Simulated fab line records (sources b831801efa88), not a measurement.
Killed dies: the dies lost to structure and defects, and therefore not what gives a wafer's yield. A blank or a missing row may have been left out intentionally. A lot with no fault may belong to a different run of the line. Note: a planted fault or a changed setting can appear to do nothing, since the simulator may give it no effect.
Which of the tools did it? | flow sky130 | 11 lots with 33 wafers sampled at 4 steps, on a route of 708 steps

== WHAT THE GAUGES READ, wafer by wafer ==
SKY_LDD_N_TW_MEAS_17.
lot  | measured     | on           | LDD_N_TW
L346 | day 18 00:54 | filmMetro-01 | 2603 2623 2592
L347 | day 18 16:02 | filmMetro-03 | 2584 2587 2575
L348 | day 19 00:34 | filmMetro-01 | 2614 2623 2616
L350 | day 19 13:42 | filmMetro-04 | 2889 2865 2864
L351 | day 20 04:07 | filmMetro-04 | 2880 2864 2889
L358 | day 22 15:25 | filmMetro-01 | 2613 2600 2600
L359 | day 23 06:34 | filmMetro-03 | 2549 2569 2576
L361 | day 24 01:55 | filmMetro-03 | 2556 2570 2568
L362 | day 24 23:59 | filmMetro-03 | 2561 2563 2572
L364 | day 25 00:55 | filmMetro-03 | 2548 2565 2572
L366 | day 25 14:11 | filmMetro-04 | 2599 2599 2605

== EACH LOT AND THE TOOL THAT RAN IT (in order: tool; ch and the chambers of the sampled wafers; start) ==
lot  | SKY_FIELD_ISO_CMP_27         | SKY_LDD_N_IMPLANT_11            | SKY_LDD_N_STRIP_16
L346 | cmp-01 ch 0,3, day 2 16:44   | implanter-01 ch 0, day 18 00:03 | plasmaAsher-04 ch 1, day 18 00:48
L347 | cmp-02 ch 1,2,3, day 2 21:32 | implanter-01 ch 0, day 18 15:14 | plasmaAsher-04 ch 0,1, day 18 15:56
L348 | cmp-02 ch 1,2, day 2 23:50   | implanter-02 ch 0, day 18 23:43 | plasmaAsher-01 ch 0,1, day 19 00:28
L350 | cmp-01 ch 0,2,3, day 3 13:13 | implanter-01 ch 0, day 19 12:51 | plasmaAsher-04 ch 0,1, day 19 13:36
L351 | cmp-02 ch 1,3, day 3 17:38   | implanter-01 ch 0, day 20 03:17 | plasmaAsher-02 ch 0,1, day 20 04:00
L358 | cmp-01 ch 0,2,3, day 5 03:50 | implanter-01 ch 0, day 22 14:35 | plasmaAsher-04 ch 0,1, day 22 15:18
L359 | cmp-01 ch 0,1,2, day 5 12:38 | implanter-01 ch 0, day 23 05:43 | plasmaAsher-01 ch 0,1, day 23 06:28
L361 | cmp-02 ch 1,2, day 5 23:40   | implanter-03 ch 0, day 24 01:04 | plasmaAsher-04 ch 0, day 24 01:49
L362 | cmp-01 ch 0,3, day 6 06:19   | implanter-03 ch 0, day 24 23:11 | plasmaAsher-01 ch 0,1, day 24 23:53
L364 | cmp-02 ch 0,1,2, day 6 13:05 | implanter-01 ch 0, day 25 00:04 | plasmaAsher-02 ch 0,1, day 25 00:49
L366 | cmp-02 ch 0,1,2, day 7 00:36 | implanter-01 ch 0, day 25 13:20 | plasmaAsher-01 ch 1, day 25 14:04
- SKY_FIELD_ISO_CMP_27: polishes, stops on Si3N4, t overpolish 16 s, target thk 457.8 nm.
- SKY_LDD_N_IMPLANT_11
- SKY_LDD_N_STRIP_16: strips in O2/N2.

== AS READ BY THE TOOLS THEMSELVES (means over the sampled wafers that have a number; for cases with no such wafer, the mark the record gives instead) ==
SKY_FIELD_ISO_CMP_27.
lot  | tool   | edgeZonePressureFrac | motorCurrentA (A) | overpolishRunS (s) | timeToEndpointS (s)
L346 | cmp-01 | 0.990                | 11.2              | 15.997             | 105.1
L347 | cmp-02 | 1.001                | 12.0              | 16.006             | 111.5
L348 | cmp-02 | 1.004                | 11.7              | 15.996             | 108.8
L350 | cmp-01 | 0.998                | 11.9              | 15.987             | 108.7
L351 | cmp-02 | 1.000                | 12.5              | 16.010             | 109.1
L358 | cmp-01 | 0.997                | 12.3              | 16.001             | 112.0
L359 | cmp-01 | 1.002                | 12.4              | 16.007             | 111.4
L361 | cmp-02 | 0.996                | 11.8              | 16.003             | 109.7
L362 | cmp-01 | 1.000                | 11.7              | 16.005             | 114.6
L364 | cmp-02 | 0.996                | 12.7              | 16.003             | 108.2
L366 | cmp-02 | 1.001                | 12.9              | 15.994             | 113.8

SKY_LDD_N_IMPLANT_11.
lot  | tool         | beamOnS (s) | doseIonsCm2 | faradayCurrentUA
L346 | implanter-01 | 10.13       | 7.500e+13   | 418
L347 | implanter-01 | 9.80        | 7.507e+13   | 431
L348 | implanter-02 | 10.06       | 7.507e+13   | 420
L350 | implanter-01 | 33.52       | 3.399e+14   | 571
L351 | implanter-01 | 33.39       | 3.398e+14   | 573
L358 | implanter-01 | 9.98        | 7.494e+13   | 423
L359 | implanter-01 | 9.93        | 7.506e+13   | 427
L361 | implanter-03 | 9.85        | 7.500e+13   | 429
L362 | implanter-03 | 9.91        | 7.501e+13   | 426
L364 | implanter-01 | 10.01       | 7.498e+13   | 422
L366 | implanter-01 | 10.05       | 7.500e+13   | 420

SKY_LDD_N_STRIP_16.
lot  | tool           | drypumpMotorCurrentA (A) | oesProductAu (a.u.) | stripTimeToEndpointS (s)
L346 | plasmaAsher-04 | 5.1                      | 0.411               | 4.334
L347 | plasmaAsher-04 | 5.1                      | 0.406               | 4.320
L348 | plasmaAsher-01 | 5.6                      | 0.408               | 4.313
L350 | plasmaAsher-04 | 5.1                      | 0.403               | 4.982
L351 | plasmaAsher-02 | 6.3                      | 0.405               | 4.970
L358 | plasmaAsher-04 | 5.1                      | 0.406               | 4.305
L359 | plasmaAsher-01 | 5.9                      | 0.407               | 4.351
L361 | plasmaAsher-04 | 5.1                      | 0.404               | 4.308
L362 | plasmaAsher-01 | 5.6                      | 0.406               | 4.316
L364 | plasmaAsher-02 | 6.3                      | 0.410               | 4.315
L366 | plasmaAsher-01 | 5.4                      | 0.405               | 4.315

== THE ANSWER, worked out from the rows above alone ==
Rule: what is usual is taken from the lots themselves. Put in order of their means at a reading, lots are off if they are a third of the lots or fewer, leave a main group of 4 or more, and stand apart from it by a gap of 3 or more times the standard deviation of the main group's means; of several such gaps the widest counts. A main group whose means are all the same, to the digits that the tables above print for the reading, isn't used. Also off: a lot with no number at a reading for which 4 or more lots have one. All remaining lots with rows at the step are treated as sound. The gauges are gone through in route order, then the tools' own readings, and for those a lot's mean is taken as printed above. The first step at which some lot is off is used, and at that step the reading that is off furthest; a lot without a number counts as furthest.
Off: L350, L351, at SKY_LDD_N_TW_MEAS_17 (LDD_N_TW). Main group: mean 2585, sd 21.
If a tool, at a process step before that reading, ran all the lots that are off and no sound lot after the first of them, it fits. The gauges at SKY_LDD_N_TW_MEAS_17 aren't tried: what is off there is off at SKY_LDD_N_IMPLANT_11 too, on other tools, and a gauge's error can't cause that. Not one of the candidates tried fits.

== WHAT WAS PUT IN BY THE SIMULATOR ==
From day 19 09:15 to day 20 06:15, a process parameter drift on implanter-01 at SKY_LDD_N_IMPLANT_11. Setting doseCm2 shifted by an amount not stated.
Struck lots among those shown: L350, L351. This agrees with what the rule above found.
